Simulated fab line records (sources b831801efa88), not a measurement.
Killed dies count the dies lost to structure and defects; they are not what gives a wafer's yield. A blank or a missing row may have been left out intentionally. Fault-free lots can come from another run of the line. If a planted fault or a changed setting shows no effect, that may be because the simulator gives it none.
fab line records	flow sky130
record: lots: 6	wafers: 18	lastDay: 50
route steps=708 shown VIA4@651 METAL5@661 PAD_OPEN@708
lots that met no fault: from a run of the same line without faults
startH: start of the lot's first displayed wafer, in hours after the record's first day	waitH: hours elapsed since this lot's preceding step	" as in the row above	L1.1+2: a single row standing in for several wafers	- no value present, or no start provided	* or withheld: withheld	< > ~ a bound
route shown NAME@n: names a module that has steps shown in the file, with the first one's number in the route	usual: mean/standard deviation taken from wafers without a fault	same: alike in all rows	chamber/n: place in a boat	sites: each site's reading	_std_site: the values' standard deviation	_edge_site: the outer-site mean with the inner-site mean subtracted	radiusMm: how far each site lies from the wafer's centre	mask NAME#n: copy n	behind: tool/chamber where the wafer was last shaped	hold: the reason the lot was held/the length of the hold in hours/how it ended	device: the n, p or np transistor that did not switch	end of line: tests run on the same wafers once the route is complete	a step with no rows: only its recipe	killed: the dies lost at the first sort to structure and to defects; this is not the yield of the wafer	map: a wafer's dies, marking killed ones x, the rest . and places with no die _
set.NAME: the setting the step ran with; set.NAME@STEP: the setting that earlier step ran with	model.NAME: the simulator's own value behind a step, which no gauge read
lots seen at some steps along the route; tables by step, rows by wafer
services: the hour from which a tool's chamber was out of use, counted from the record's first day as startH (under 0 if before that day), plus the number of hours and why
== steps ==
step: SKY_VIA4_ETCH_12
recipe: target: SiO2	chemistry: C4F8/O2/Ar	stopOn: TiN	maskMaterial: NOVOLAK	sourceW: 1500	biasW: 1163	pressureMtorr: 40	c4f8FlowSccm: withheld	O2_flow_sccm: 6	Ar_flow_sccm: 300	timeS: withheld	targetDepthA: 5800
step: SKY_VIA4_STRIP_13
recipe: chemistry: O2/N2	powerW: 1400	pressureMtorr: 1500	platenTempC: withheld	o2FlowSccm: 3000	n2FlowSccm: 300	overashFraction: 0.5
usual: drypumpMotorCurrentA: 5.43/0.19	oesProductAu: 0.710/0.0043	stripTimeToEndpointS: 12.806/0.027
lot.wafer	tool	chamber	startH	waitH	drypumpMotorCurrentA	oesProductAu	rfHoursCounterH	stripTimeToEndpointS
L440.1	plasmaAsher-01	1	1011.35	-	5.47	0.710	90	12.772
L440.4	"	0	"	"	5.46	0.713	-	12.792
L440.6	"	0	"	"	5.46	0.704	-	12.808
L445.2	plasmaAsher-02	1	1041.60	-	5.49	0.713	30	12.805
L445.3	"	0	"	"	5.63	0.712	-	12.790
L445.4	"	1	"	"	5.49	0.701	-	12.838
L450.2	plasmaAsher-04	0	1097.39	-	5.31	0.706	2	12.758
L450.4	"	1	"	"	4.98	0.711	-	12.742
L450.5	"	0	"	"	5.31	0.709	-	12.852
L452.1	plasmaAsher-02	1	1110.90	-	5.46	0.709	37	12.771
L452.2	"	0	"	"	5.63	0.711	37	12.782
L452.4	"	1	"	"	5.47	0.703	-	12.713
L454.2	plasmaAsher-02	0	1114.30	-	5.59	0.709	38	12.820
L454.4	"	0	"	"	5.59	0.714	-	12.765
L454.6	"	0	"	"	5.58	0.708	-	12.766
L459.1	plasmaAsher-02	1	1129.50	-	5.47	0.719	39	12.799
L459.2	"	0	"	"	5.63	0.718	39	12.806
L459.3	"	0	"	"	5.58	0.710	-	12.835
step: SKY_VIA4_STRIP_14
recipe: chemistry: postEtchResidueRemover	timeS: 1200	tempC: 72.5
step: SKY_VIA4_CLEAN_15
recipe: chemistry: IPA	timeS: 180	tempC: 25
step: SKY_VIA4_CLEAN_16
recipe: chemistry: O3/DIW	dry: n2Spin
step: SKY_VIA4_SPUTTER_17
recipe: material: TiN	targetThkNm: 20	chamberPressurePa: 5	powerW: 4000	timeS: 80
step: SKY_VIA4_CVD_18
recipe: material: W	targetThkNm: 505	timeS: 152.14	tempC: 400	pressureTorr: 40
step: SKY_VIA4_RS_MEAS_19
recipe: thkMeasGauge: four-point-probe	reads: W_of_VIA4_CVD_18+TiN_of_VIA4_SPUTTER_17
usual: VIA4_W_RS: 0.2269/0.0027
lot.wafer	tool	chamber	startH	waitH	VIA4_W_RS[ohm/sq]
L440.1	filmMetro-02	-	1012.15	0.1	0.2311
L440.4	"	-	"	"	0.2328
L440.6	"	-	"	"	0.2275
L445.2	filmMetro-03	-	1042.77	0.1	0.2256
L445.3	"	-	"	"	0.2266
L445.4	"	-	"	"	0.2280
L450.2	filmMetro-03	-	1098.21	0.1	0.2238
L450.4	"	-	"	"	0.2229
L450.5	"	-	"	"	0.2255
L452.1	filmMetro-01	-	1111.72	0.1	0.2308
L452.2	"	-	"	"	0.2338
L452.4	"	-	"	"	0.2304
L454.2	filmMetro-01	-	1115.14	0.1	0.2297
L454.4	"	-	"	"	0.2293
L454.6	"	-	"	"	0.2279
L459.1	filmMetro-02	-	1130.32	0.1	0.2290
L459.2	"	-	"	"	0.2259
L459.3	"	-	"	"	0.2298
step: SKY_VIA4_THK_MEAS_20
recipe: thkMeasGauge: xrf	reads: W_of_VIA4_CVD_18
usual: VIA4_W_THK: 506/7.4
lot.wafer	tool	chamber	startH	waitH	VIA4_W_THK[nm]
L440.1	filmMetro-02	-	1012.27	0.1	497
L440.4	"	-	"	"	496
L440.6	"	-	"	"	507
L445.2	filmMetro-03	-	1042.88	0.1	517
L445.3	"	-	"	"	514
L445.4	"	-	"	"	506
L450.2	filmMetro-03	-	1098.32	0.1	507
L450.4	"	-	"	"	512
L450.5	"	-	"	"	504
L452.1	filmMetro-01	-	1111.84	0.1	495
L452.2	"	-	"	"	490
L452.4	"	-	"	"	498
L454.2	filmMetro-01	-	1115.25	0.1	502
L454.4	"	-	"	"	501
L454.6	"	-	"	"	505
L459.1	filmMetro-02	-	1130.44	0.1	501
L459.2	"	-	"	"	513
L459.3	"	-	"	"	501
step: SKY_VIA4_CMP_21
recipe: stopOn: SiO2	tOverpolishS: 25	downForcePsi: 3.5	platenRpm: 60	targetThkNm: 0	padVelocityMS: 0.94248
usual: edgeZonePressureFrac: 1.000/0.0053	motorCurrentA: 11.7/0.74	overpolishRunS: 24.999/0.0091	timeToEndpointS: 124/4.4
lot.wafer	tool	chamber	startH	waitH	edgeZonePressureFrac	motorCurrentA	overpolishRunS	timeToEndpointS
L440.4	cmp-02	2	1012.33	0.0	1.000	11.7	25.001	116
L440.1	"	0	"	"	0.995	10.9	25.012	121
L440.6	"	3	"	"	0.995	10.9	25.010	117
L445.3	cmp-02	3	1042.93	0.0	0.998	10.6	25.020	121
L445.2	"	1	"	"	0.999	12.8	25.002	123
L445.4	"	2	"	"	0.997	11.4	25.001	122
L450.2	cmp-02	2	1098.37	0.0	1.001	12.1	24.993	122
L450.4	"	0	"	"	1.005	11.5	25.018	125
L450.5	"	3	"	"	1.007	11.3	24.996	121
L452.1	cmp-01	0	1111.90	0.1	1.001	11.7	25.013	119
L452.2	"	2	"	"	1.003	11.5	24.997	115
L452.4	"	3	"	"	1.001	13.1	25.015	117
L454.2	cmp-01	0	1115.63	0.4	1.000	12.1	25.009	122
L454.4	"	1	"	"	1.002	11.7	25.005	127
L454.6	"	1	"	"	1.003	12.0	24.997	126
L459.3	cmp-01	1	1130.55	0.1	0.996	12.2	25.004	132
L459.2	"	2	"	"	0.998	11.2	24.991	121
L459.1	"	3	"	"	1.004	13.4	24.996	120
step: SKY_METAL5_SPUTTER_00
recipe: material: Ti	targetThkNm: 15	powerW: 3000	timeS: 10	chamberPressurePa: 0.4
step: SKY_METAL5_SPUTTER_01
recipe: material: TiN	targetThkNm: 20	powerW: 6500	timeS: 16.7	chamberPressurePa: 0.4
usual: cathodeDcPowerW: 6500.1/1.2	chamberPressurePa: 0.4000/0.00078	throttleValvePct: 29.3/1.1
lot.wafer	tool	chamber	startH	waitH	cathodeDcPowerW	chamberPressurePa	throttleValvePct
L440.1	pvdSputter-01	-	1012.66	0.0	6500.2	0.4006	28.1
L440.4	"	-	"	"	6500.6	0.3996	28.6
L440.6	"	-	"	"	6500.2	0.3990	29.8
L445.2	pvdSputter-02	-	1043.25	0.0	6498.6	0.3997	28.9
L445.3	"	-	"	"	6500.5	0.3995	32.0
L445.4	"	-	"	"	6500.4	0.3998	28.7
L450.2	pvdSputter-02	-	1098.69	0.0	6499.1	0.4005	28.8
L450.4	"	-	"	"	6500.9	0.4010	31.8
L450.5	"	-	"	"	6500.5	0.4002	29.5
L452.1	pvdSputter-01	-	1112.22	0.0	6501.9	0.3996	29.6
L452.2	"	-	"	"	6499.5	0.3996	28.6
L452.4	"	-	"	"	6500.3	0.4001	29.8
L454.2	pvdSputter-02	-	1115.95	0.0	6499.3	0.4000	29.5
L454.4	"	-	"	"	6499.9	0.4004	28.7
L454.6	"	-	"	"	6498.7	0.3998	29.0
L459.1	pvdSputter-04	-	1130.82	0.0	6501.3	0.3989	31.2
L459.2	"	-	"	"	6501.1	0.4015	27.6
L459.3	"	-	"	"	6498.0	0.3999	29.6
step: SKY_METAL5_SPUTTER_02
recipe: material: AlCu	targetThkNm: 1150	powerW: 10600	timeS: 61.2	chamberPressurePa: 0.4
usual: cathodeDcPowerW: 10600/1.8	chamberPressurePa: 0.4000/0.0008	throttleValvePct: 29.3/1.1
lot.wafer	tool	chamber	startH	waitH	cathodeDcPowerW	chamberPressurePa	throttleValvePct	model.AlCu_of_METAL5_SPUTTER_02.thkNm
L440.1	pvdSputter-01	-	1012.68	0.0	10601	0.4005	28.1	1151
L440.4	"	-	"	"	10597	0.4000	28.4	1160
L440.6	"	-	"	"	10601	0.4013	29.4	1172
L445.2	pvdSputter-02	-	1043.27	0.0	10603	0.3991	28.5	1135
L445.3	"	-	"	"	10601	0.3996	31.9	1159
L445.4	"	-	"	"	10600	0.3998	28.6	1149
L450.2	pvdSputter-02	-	1098.72	0.0	11022	0.4017	28.6	1170
L450.4	"	-	"	"	11022	0.4010	32.1	1194
L450.5	"	-	"	"	11024	0.3996	29.1	1198
L452.1	pvdSputter-01	-	1112.24	0.0	10598	0.4012	29.5	1158
L452.2	"	-	"	"	10599	0.4005	28.4	1153
L452.4	"	-	"	"	10600	0.4008	30.0	1162
L454.2	pvdSputter-02	-	1115.98	0.0	11021	0.4001	29.1	1184
L454.4	"	-	"	"	11024	0.3989	28.6	1184
L454.6	"	-	"	"	11022	0.4006	29.0	1185
L459.1	pvdSputter-04	-	1130.84	0.0	10600	0.4022	31.1	1154
L459.2	"	-	"	"	10599	0.3995	27.6	1139
L459.3	"	-	"	"	10602	0.3998	29.9	1150
step: SKY_METAL5_SPUTTER_03
recipe: material: Ti	targetThkNm: 5	powerW: 3000	timeS: 3.3	chamberPressurePa: 0.4
usual: cathodeDcPowerW: 3000.0/0.58	chamberPressurePa: 0.4000/0.00079	throttleValvePct: 29.3/1.1
lot.wafer	tool	chamber	startH	waitH	cathodeDcPowerW	chamberPressurePa	throttleValvePct
L440.1	pvdSputter-01	-	1012.73	0.0	3000.3	0.4000	28.0
L440.4	"	-	"	"	3000.3	0.3999	28.4
L440.6	"	-	"	"	2999.9	0.3999	29.6
L445.2	pvdSputter-02	-	1043.32	0.0	3000.1	0.4001	28.7
L445.3	"	-	"	"	3000.0	0.4002	32.2
L445.4	"	-	"	"	2999.0	0.3995	28.9
L450.2	pvdSputter-02	-	1098.77	0.0	2999.8	0.3990	28.6
L450.4	"	-	"	"	2999.5	0.4000	31.9
L450.5	"	-	"	"	2999.8	0.3996	29.4
L452.1	pvdSputter-01	-	1112.29	0.0	2999.2	0.3999	29.5
L452.2	"	-	"	"	2999.0	0.4000	28.3
L452.4	"	-	"	"	3000.2	0.4002	29.3
L454.2	pvdSputter-02	-	1116.03	0.0	2999.5	0.4000	29.0
L454.4	"	-	"	"	2999.0	0.4012	28.7
L454.6	"	-	"	"	2999.5	0.4006	29.2
L459.1	pvdSputter-04	-	1130.89	0.0	3001.2	0.4001	31.2
L459.2	"	-	"	"	2998.9	0.3992	27.5
L459.3	"	-	"	"	2999.9	0.4013	29.3
step: SKY_METAL5_SPUTTER_04
recipe: material: TiN	targetThkNm: 70	powerW: 6500	timeS: 58.3	chamberPressurePa: 0.4
step: SKY_METAL5_RS_MEAS_05
recipe: thkMeasGauge: four-point-probe	reads: TiN_of_METAL5_SPUTTER_04+Ti_of_METAL5_SPUTTER_03+AlCu_of_METAL5_SPUTTER_02+TiN_of_METAL5_SPUTTER_01+Ti_of_METAL5_SPUTTER_00
usual: METAL5_ALCU_RS: 0.0271/0.00033
lot.wafer	tool	chamber	startH	waitH	hold	METAL5_ALCU_RS[ohm/sq]
L440.1	filmMetro-01	-	1012.80	0.0	-	0.0270
L440.4	"	-	"	"	-	0.0268
L440.6	"	-	"	"	-	0.0265
L445.2	filmMetro-04	-	1043.41	0.0	-	0.0275
L445.3	"	-	"	"	-	0.0269
L445.4	"	-	"	"	-	0.0272
L450.2	filmMetro-03	-	1098.86	0.0	-	0.0266
L450.4	"	-	"	"	-	0.0261
L450.5	"	-	"	"	-	0.0261
L452.1	filmMetro-01	-	1112.36	0.0	-	0.0269
L452.2	"	-	"	"	-	0.0270
L452.4	"	-	"	"	-	0.0268
L454.2	filmMetro-01	-	1116.11	0.0	awaitDispo/0.2h/release	0.0263
L454.4	"	-	"	"	awaitDispo/0.2h/release	0.0262
L454.6	"	-	"	"	awaitDispo/0.2h/release	0.0262
L454.2	filmMetro-01	-	1116.58	0.4	-	0.0262
L454.4	"	-	"	"	-	0.0263
L454.6	"	-	"	"	-	0.0262
L459.1	filmMetro-03	-	1130.96	0.0	-	0.0270
L459.2	"	-	"	"	-	0.0273
L459.3	"	-	"	"	-	0.0271
step: SKY_METAL5_THK_MEAS_06
recipe: thkMeasGauge: xrf	reads: AlCu_of_METAL5_SPUTTER_02
usual: METAL5_ALCU_THK: 1139/16
lot.wafer	tool	chamber	startH	waitH	hold	METAL5_ALCU_THK[nm]
L440.1	filmMetro-01	-	1012.92	0.1	-	1138
L440.4	"	-	"	"	-	1148
L440.6	"	-	"	"	-	1163
L445.2	filmMetro-04	-	1043.52	0.1	-	1119
L445.3	"	-	"	"	-	1140
L445.4	"	-	"	"	-	1130
L450.2	filmMetro-03	-	1098.97	0.1	awaitDispo/0.2h/release	1168
L450.4	"	-	"	"	awaitDispo/0.2h/release	1195
L450.5	"	-	"	"	awaitDispo/0.2h/release	1199
L450.2	filmMetro-03	-	1099.20	0.2	-	1157
L450.4	"	-	"	"	-	1198
L450.5	"	-	"	"	-	1196
L452.1	filmMetro-01	-	1112.48	0.1	-	1142
L452.2	"	-	"	"	-	1139
L452.4	"	-	"	"	-	1152
L454.2	filmMetro-01	-	1120.23	3.6	awaitDispo/0.2h/release	1176
L454.4	"	-	"	"	awaitDispo/0.2h/release	1167
L454.6	"	-	"	"	awaitDispo/0.2h/release	1172
L454.2	filmMetro-01	-	1120.45	0.2	-	1173
L454.4	"	-	"	"	-	1166
L454.6	"	-	"	"	-	1175
L459.1	filmMetro-03	-	1131.08	0.1	-	1155
L459.2	"	-	"	"	-	1138
L459.3	"	-	"	"	-	1157
step: SKY_METAL5_HMDS_08
recipe: primeTimeS: 60	primeTempC: 120
step: SKY_METAL5_COAT_09
recipe: resist: NOVOLAK	spinRpm: 3000	resistThkNm: 1800
step: SKY_METAL5_SOFTBAKE_10
recipe: tempC: 90	timeS: 60	resist: NOVOLAK
step: SKY_METAL5_EXPOSE_11
recipe: maskId: MM5	na: 0.6	sourceShape: conventional	sigmaOuter: 0.6	polarization: unpolarized	targetCdNm: 1600	doseMj: 190
step: SKY_METAL5_PEB_12
recipe: tempC: withheld	timeS: *	resist: NOVOLAK
step: SKY_METAL5_DEVELOP_13
recipe: resist: NOVOLAK	developer: TMAH	developTimeS: 60	devTempC: 23
step: SKY_METAL5_DESCUM_14
recipe: chemistry: O2	sourcePowerW: 150	biasPowerW: 0	pressureMtorr: 10	tempC: 40	timeS: 11
step: SKY_METAL5_METAL_ETCH_15
recipe: targetDepthA: 12600	stopOn: SiO2	overEtchFrac: 0.2	timeS: 252	chemistry: Cl2/BCl3	resistSidewallDeg: 86	pressureMtorr: 10	icpW: 887.5	biasW: 48.5	Cl2_flow_sccm: 60	bcl3FlowSccm: 30
usual: drypumpMotorCurrentA: 5.5/0.44	heBacksideLeakSccm: 3.4/0.38	oesProductAu: 0.894/0.0053	throttleValvePct: 22.265/0.0096
lot.wafer	tool	chamber	startH	waitH	drypumpMotorCurrentA	heBacksideLeakSccm	oesProductAu	rfHoursCounterH	throttleValvePct	model.METAL5.featureDepthNm	model.etch.depthNm
L440.1	rieMetal-03	0	1036.12	0.0	4.9	3.6	0.894	17	22.265	1261	1261
L440.4	"	1	"	"	5.9	3.5	0.888	-	22.268	1253	1253
L440.6	"	0	"	"	4.8	3.4	0.909	-	22.261	1266	1266
L445.2	rieMetal-02	1	1065.04	0.1	5.7	3.6	0.898	-	22.243	1266	1266
L445.3	"	1	"	"	5.7	3.5	0.895	-	22.258	1254	1254
L445.4	"	1	"	"	5.7	3.5	0.892	-	22.251	1260	1260
L450.2	rieMetal-01	0	1117.93	0.0	5.5	3.3	0.901	5	22.269	1264	1264
L450.4	"	0	"	"	5.5	3.1	0.898	-	22.272	1268	1268
L450.5	"	0	"	"	5.5	3.4	0.900	-	22.249	1271	1271
L452.1	rieMetal-02	0	1132.53	0.0	6.2	3.4	0.887	22	22.259	1253	1253
L452.2	"	1	"	"	5.7	3.3	0.898	10	22.274	1264	1264
L452.4	"	0	"	"	6.1	3.4	0.901	-	22.263	1258	1258
L454.2	rieMetal-02	1	1135.43	0.0	5.7	3.5	0.890	10	22.245	1259	1259
L454.4	"	1	"	"	5.7	3.6	0.893	-	22.265	1260	1260
L454.6	"	0	"	"	6.1	3.5	0.891	-	22.247	1260	1260
L459.1	rieMetal-01	1	1149.98	0.0	5.1	2.9	0.894	25	22.269	1264	1264
L459.2	"	0	"	"	5.5	3.2	0.903	8	22.262	1270	1270
L459.3	"	0	"	"	5.5	3.2	0.890	-	22.261	1260	1260
step: SKY_METAL5_STRIP_16
recipe: chemistry: O2/N2	powerW: 1400	pressureMtorr: 1500	platenTempC: withheld	o2FlowSccm: 3000	n2FlowSccm: 300	overashFraction: 0.5
usual: drypumpMotorCurrentA: 5.6/0.33	oesProductAu: 0.711/0.0047	stripTimeToEndpointS: 13.08/0.099
lot.wafer	tool	chamber	startH	waitH	drypumpMotorCurrentA	oesProductAu	rfHoursCounterH	stripTimeToEndpointS
L440.1	plasmaAsher-04	0	1036.36	0.2	5.3	0.718	126	13.21
L440.4	"	0	"	"	5.3	0.715	-	13.17
L440.6	"	1	"	"	5.0	0.711	-	13.18
L445.2	plasmaAsher-03	1	1065.43	0.3	5.9	0.708	63	12.98
L445.3	"	0	"	"	6.0	0.705	-	12.82
L445.4	"	1	"	"	6.0	0.718	-	12.95
L450.2	plasmaAsher-03	1	1118.17	0.2	5.9	0.710	69	13.24
L450.4	"	1	"	"	5.9	0.708	-	13.16
L450.5	"	1	"	"	5.9	0.719	-	13.10
L452.1	plasmaAsher-03	0	1132.77	0.2	6.0	0.721	70	13.11
L452.2	"	1	"	"	5.9	0.710	70	12.95
L452.4	"	0	"	"	6.0	0.721	-	13.10
L454.2	plasmaAsher-03	0	1135.66	0.2	6.0	0.710	70	12.94
L454.4	"	1	"	"	5.9	0.705	-	12.97
L454.6	"	1	"	"	6.0	0.709	-	13.25
L459.1	plasmaAsher-04	1	1150.22	0.2	5.0	0.714	7	13.10
L459.2	"	0	"	"	5.4	0.712	7	13.09
L459.3	"	0	"	"	5.4	0.713	-	13.08
step: SKY_PAD_OPEN_PROBE_99
usual: defectLimitedYield: 82.9/1.7	killed_at_M0_to_M3: 42/6.7	killed_at_M4_up: 3.4/2	killedAtContacts: 24/5.1	killedAtFrontEnd: 14/4.2	killedAtOther: 0.2/0.49	killedDies: 84/8.4	killedOnRim: 17/3.6	killedOpen: 46/7	killedShort: 39/5.8	sort_bin_3_pad_short: 0.8/0.42	sort_bin_5_function: 10.2/1.3	sort_bin_6_memory: 6.1/1	sortNPass: 408/8.4	sortYieldPct: 82.9/1.7
same: grossDies: 492	killedAtBackSide: 0	sort_bin_4_leakage[%]: 0	sort_bin_8_speed[%]: 0
lot.wafer	tool	chamber	startH	waitH	defectLimitedYield[%]	killed_at_M0_to_M3	killed_at_M4_up	killedAtContacts	killedAtFrontEnd	killedAtOther	killedDies	killedOnRim	killedOpen	killedShort	sort_bin_3_pad_short[%]	sort_bin_5_function[%]	sort_bin_6_memory[%]	sortNPass	sortYieldPct[%]	model.etest.met5.rsOhmSq	model.etest.met5.lineOhmUm
L440.1	prober-02	-	1083.41	0.1	81.5	57	3	18	12	1	91	13	53	38	0.4	10.2	7.9	401	81.5	0.02729	0.01715
L440.4	prober-02	-	1083.56	0.2	82.9	40	8	22	14	0	84	22	40	44	0.2	11.4	5.5	408	82.9	0.0271	0.01684
L440.6	prober-02	-	1083.66	0.2	83.7	39	6	20	15	0	80	17	42	38	0.8	11.0	4.5	412	83.7	0.02676	0.01673
L445.2	prober-01	-	1109.96	0.1	82.7	34	1	38	12	0	85	12	41	44	1.4	11.2	4.7	407	82.7	0.02766	0.01732
L445.3	prober-01	-	1110.01	0.2	79.5	53	2	25	21	0	101	16	50	51	0.2	12.8	7.5	391	79.5	0.02723	0.01698
L445.4	prober-01	-	1110.06	0.2	81.1	44	1	31	17	0	93	19	60	33	0.8	12.8	5.3	399	81.1	0.02733	0.01706
L450.2	prober-01	-	1159.20	0.1	84.3	42	3	22	10	0	77	19	44	33	1.0	8.7	5.9	415	84.3	0.02638	0.01641
L450.4	prober-01	-	1159.30	0.2	79.9	53	4	30	12	0	99	19	69	30	0.8	13.8	5.5	393	79.9	0.02616	0.0163
L450.5	prober-01	-	1159.35	0.2	81.9	37	2	36	14	0	89	18	48	41	0.6	10.0	7.5	403	81.9	0.02618	0.01631
L452.1	prober-01	-	1172.87	0.1	85.6	34	3	17	17	0	71	18	34	37	0.4	8.5	5.5	421	85.6	0.02678	0.01671
L452.2	prober-01	-	1172.92	0.1	80.1	50	1	36	11	0	98	13	62	36	0.8	10.6	8.5	394	80.1	0.02716	0.01696
L452.4	prober-01	-	1173.02	0.2	81.7	40	4	29	16	1	90	17	52	38	0.8	12.6	4.9	402	81.7	0.02667	0.01661
L454.2	prober-02	-	1175.62	0.1	82.9	43	4	24	13	0	84	12	41	43	1.0	11.0	5.1	408	82.9	0.02621	0.01638
L454.4	prober-02	-	1175.72	0.2	83.1	45	3	18	17	0	83	15	42	41	0.2	11.6	5.1	409	83.1	0.02645	0.01657
L454.6	prober-02	-	1175.82	0.2	83.3	39	9	23	11	0	82	15	46	36	1.0	10.2	5.5	410	83.3	0.02623	0.01641
L459.1	prober-01	-	1188.60	0.1	83.7	39	3	23	15	0	80	12	48	32	0.4	10.0	5.9	412	83.7	0.02725	0.01708
L459.2	prober-01	-	1188.65	0.1	84.1	38	2	23	15	0	78	11	42	36	0.8	9.1	5.9	414	84.1	0.02746	0.01702
L459.3	prober-01	-	1188.70	0.2	85.2	39	0	18	14	2	73	12	37	36	0.8	9.1	4.9	419	85.2	0.02729	0.01692
killed by level:class
L440.1 VIA2:geometricParticle:open=11 VIA1:geometricParticle:open=9 METAL2:geometricParticle:short=7 LI_CONTACT:geometricParticle:open=6 CONTACT:geometricParticle:open=6 VIA3:geometricParticle:open=6 METAL3:geometricParticle:short=6 VIA2:geometricParticle:short=5
L440.4 CONTACT:geometricParticle:open=7 VIA3:geometricParticle:open=6 VIA1:geometricParticle:open=6 METAL2:geometricParticle:short=6 METAL4:geometricParticle:short=6 LI_CONTACT:geometricParticle:open=5 CONTACT:geometricParticle:short=5 METAL1:geometricParticle:short=5
L440.6 VIA1:geometricParticle:open=10 VIA3:geometricParticle:open=7 LI_CONTACT:geometricParticle:open=5 METAL2:geometricParticle:short=5 FIELD_ISO:geometricParticle:short=4 FIELD_ISO:geometricParticle:open=4 CONTACT:geometricParticle:short=4 CONTACT:geometricParticle:open=4
L445.2 CONTACT:geometricParticle:short=12 LI_CONTACT:geometricParticle:open=9 CONTACT:geometricParticle:open=9 VIA3:geometricParticle:open=6 VIA1:geometricParticle:short=5 METAL3:geometricParticle:short=5 FIELD_ISO:geometricParticle:open=4 METAL1:geometricParticle:short=4
L445.3 VIA1:geometricParticle:open=9 VIA2:geometricParticle:open=8 CONTACT:geometricParticle:short=7 METAL1:geometricParticle:short=7 VIA2:geometricParticle:short=6 CONTACT:geometricParticle:open=6 POLY_GATE:geometricParticle:open=5 LI_CONTACT:geometricParticle:open=5
L445.4 CONTACT:geometricParticle:open=17 VIA1:geometricParticle:open=9 VIA2:geometricParticle:open=9 METAL3:geometricParticle:short=8 LI_CONTACT:geometricParticle:open=6 VIA3:geometricParticle:short=6 FIELD_ISO:geometricParticle:short=5 FIELD_ISO:geometricParticle:open=5
L450.2 VIA1:geometricParticle:open=10 CONTACT:geometricParticle:open=8 LI_CONTACT:geometricParticle:open=7 VIA3:geometricParticle:open=6 VIA1:geometricParticle:short=5 VIA2:geometricParticle:open=5 VIA3:geometricParticle:short=5 POLY_CUT:geometricParticle:short=3
L450.4 VIA1:geometricParticle:open=22 CONTACT:geometricParticle:open=14 VIA3:geometricParticle:open=10 LI_CONTACT:geometricParticle:open=8 FIELD_ISO:geometricParticle:open=5 CONTACT:geometricParticle:short=4 VIA3:geometricParticle:short=4 METAL3:geometricParticle:short=4
L450.5 CONTACT:geometricParticle:open=15 VIA1:geometricParticle:open=11 LOCAL_INTERCONNECT:geometricParticle:short=8 CONTACT:geometricParticle:short=8 VIA3:geometricParticle:open=7 FIELD_ISO:geometricParticle:short=6 POLY_GATE:geometricParticle:open=4 VIA1:geometricParticle:short=4
L452.1 VIA1:geometricParticle:open=7 VIA3:geometricParticle:open=6 LOCAL_INTERCONNECT:geometricParticle:short=6 SPACER:geometricParticle:short=4 LI_CONTACT:geometricParticle:open=4 METAL1:geometricParticle:short=4 METAL3:geometricParticle:short=4 FIELD_ISO:geometricParticle:short=3
L452.2 CONTACT:geometricParticle:open=15 VIA1:geometricParticle:open=15 LI_CONTACT:geometricParticle:open=11 VIA2:geometricParticle:open=7 LOCAL_INTERCONNECT:geometricParticle:short=6 METAL1:geometricParticle:short=6 VIA3:geometricParticle:open=5 METAL2:geometricParticle:short=4
L452.4 VIA3:geometricParticle:open=9 VIA1:geometricParticle:open=9 CONTACT:geometricParticle:open=9 CONTACT:geometricParticle:short=7 FIELD_ISO:geometricParticle:short=5 LI_CONTACT:geometricParticle:short=5 LI_CONTACT:geometricParticle:open=5 VIA2:geometricParticle:open=5
L454.2 VIA1:geometricParticle:open=10 CONTACT:geometricParticle:open=8 VIA3:geometricParticle:open=7 FIELD_ISO:geometricParticle:short=5 VIA1:geometricParticle:short=5 LI_CONTACT:geometricParticle:open=5 CONTACT:geometricParticle:short=5 METAL1:geometricParticle:short=5
L454.4 VIA1:geometricParticle:open=12 FIELD_ISO:geometricParticle:open=7 FIELD_ISO:geometricParticle:short=7 LI_CONTACT:geometricParticle:open=7 VIA3:geometricParticle:short=6 VIA3:geometricParticle:open=6 METAL1:geometricParticle:short=5 VIA1:geometricParticle:short=4
L454.6 VIA3:geometricParticle:open=9 LI_CONTACT:geometricParticle:open=8 METAL2:geometricParticle:short=8 CONTACT:geometricParticle:open=7 VIA2:geometricParticle:open=7 METAL4:geometricParticle:short=6 FIELD_ISO:geometricParticle:short=4 LOCAL_INTERCONNECT:geometricParticle:short=4
L459.1 CONTACT:geometricParticle:open=10 VIA2:geometricParticle:open=10 VIA3:geometricParticle:open=7 FIELD_ISO:geometricParticle:open=5 VIA1:geometricParticle:short=5 METAL1:geometricParticle:open=4 VIA1:geometricParticle:open=4 FIELD_ISO:geometricParticle:short=3
L459.2 CONTACT:geometricParticle:open=10 FIELD_ISO:geometricParticle:open=5 LI_CONTACT:geometricParticle:open=5 METAL1:geometricParticle:short=5 VIA1:geometricParticle:open=5 VIA2:geometricParticle:short=5 VIA1:geometricParticle:short=5 VIA3:geometricParticle:open=4
L459.3 VIA3:geometricParticle:open=11 CONTACT:geometricParticle:open=7 POLY_GATE:geometricParticle:short=6 LI_CONTACT:geometricParticle:open=6 VIA3:geometricParticle:short=6 METAL2:geometricParticle:short=4 METAL3:geometricParticle:short=4 POLY_GATE:geometricParticle:open=3
== services ==
tool	chamber	startH	hours	kind
cmp-02	-	1002.41	6.0	pm
plasmaAsher-03	-	1003.84	14.6	pm
plasmaAsher-01	-	1009.29	1.8	repair
cmp-02	-	1025.82	1.8	repair
pvdSputter-02	1	1030.53	-	consumableReplace:kit
pvdSputter-02	1	1030.53	18.0	scheduledDown
pvdSputter-02	1	1030.53	18.0	ventCycle
cmp-02	-	1038.76	1.8	repair
plasmaAsher-01	-	1042.88	1.3	repair
pvdSputter-01	-	1047.97	1.6	repair
plasmaAsher-04	-	1048.79	21.2	repair
cmp-01	-	1056.74	1.5	repair
rieMetal-02	0	1058.78	15.6	repair
plasmaAsher-04	-	1070.01	9.0	pm
cmp-02	-	1084.27	4.0	pm
pvdSputter-01	-	1094.88	6.8	repair
cmp-02	-	1099.61	0.4	repair
rieMetal-01	1	1099.84	1.6	repair
cmp-02	-	1112.37	11.1	pm
pvdSputter-02	0	1130.90	-	consumableReplace:kit
pvdSputter-02	0	1130.90	18.0	scheduledDown
pvdSputter-02	0	1130.90	18.0	ventCycle
cmp-02	-	1141.66	0.6	repair
plasmaAsher-02	-	1146.85	10.7	repair
== key ==
firstSign: step: SKY_METAL5_SPUTTER_02	reading: cathodeDcPowerW	direction: up	sigmas: 99+	usual: 10600	struck: 11023
effect: step: SKY_METAL5_RS_MEAS_05	reading: visit	direction: added
effect: step: SKY_METAL5_THK_MEAS_06	reading: visit	direction: added
modelEffect: step: SKY_METAL5_SPUTTER_02	value: AlCu_of_METAL5_SPUTTER_02.thkNm	without: 1140	struck: 1186
modelEffect: step: SKY_METAL5_METAL_ETCH_15	value: METAL5.featureDepthNm	without: 1263	struck: 1264
modelEffect: step: SKY_PAD_OPEN_PROBE_99	value: etest.met5.rsOhmSq	without: 0.02734	struck: 0.02627
metAt SKY_METAL5_SPUTTER_02
struckWafers L450.2,L450.4,L450.5,L454.2,L454.4,L454.6
onsetBetween 1043.27 1098.72
fault: kind: processParameterDrift	tool: pvdSputter-02	chamber: -	onsetH: 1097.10	steps: SKY_METAL5_SPUTTER_02	channel: powerW	offset: *	shape: step	endH: 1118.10	actsIn: *	stated: *
